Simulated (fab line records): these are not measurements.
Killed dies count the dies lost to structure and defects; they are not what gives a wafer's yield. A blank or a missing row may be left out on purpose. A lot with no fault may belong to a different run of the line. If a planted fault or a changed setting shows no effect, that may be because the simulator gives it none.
What tool caused it? :: flow sky130 :: 6 lots (18 wafers sampled), 1 step of a 708-step route

== WHAT THE GAUGES READ, wafer by wafer ==
SKY_VIA2_THK_MEAS_01.
lot: L682
measured: day 35 19:50
on: film_metro-02
VIA2_HDPCVD_THK (nm): 1180 1168 1167

lot: L684
measured: day 36 09:14
on: film_metro-03
VIA2_HDPCVD_THK (nm): 1179 1167 1168

lot: L694
measured: day 39 15:17
on: film_metro-03
VIA2_HDPCVD_THK (nm): 1153 1163 1169

lot: L696
measured: day 40 07:02
on: film_metro-02
VIA2_HDPCVD_THK (nm): 1159 1168 1179

lot: L703
measured: day 42 13:52
on: film_metro-03
VIA2_HDPCVD_THK (nm): 1177 1183 1184

lot: L701
measured: day 42 21:05
on: film_metro-04
VIA2_HDPCVD_THK (nm): 1175 1186 1192

== WHICH TOOL RAN EACH LOT (tool, then ch and the chambers of the sampled wafers, then the start) ==
The record holds no process step before these readings.

== THE ANSWER, worked out from the rows above alone ==
Rule: usual is defined by the lots themselves. Put in order of their means at a reading, lots are off if they are a third of the lots or fewer, leave a main group of 4 or more, and stand apart from it by a gap of 3 or more times the standard deviation of the main group's means; of several such gaps the widest counts. The tables above print the reading to a certain number of digits; a main group whose means all agree to those digits is not used. Also off: a lot with no number at a reading for which 4 or more lots have one. All remaining lots with rows at the step are treated as sound.
None of the lots is off at any reading shown; this tells nothing.

== WHAT HAD BEEN PUT IN BY THE SIMULATOR ==
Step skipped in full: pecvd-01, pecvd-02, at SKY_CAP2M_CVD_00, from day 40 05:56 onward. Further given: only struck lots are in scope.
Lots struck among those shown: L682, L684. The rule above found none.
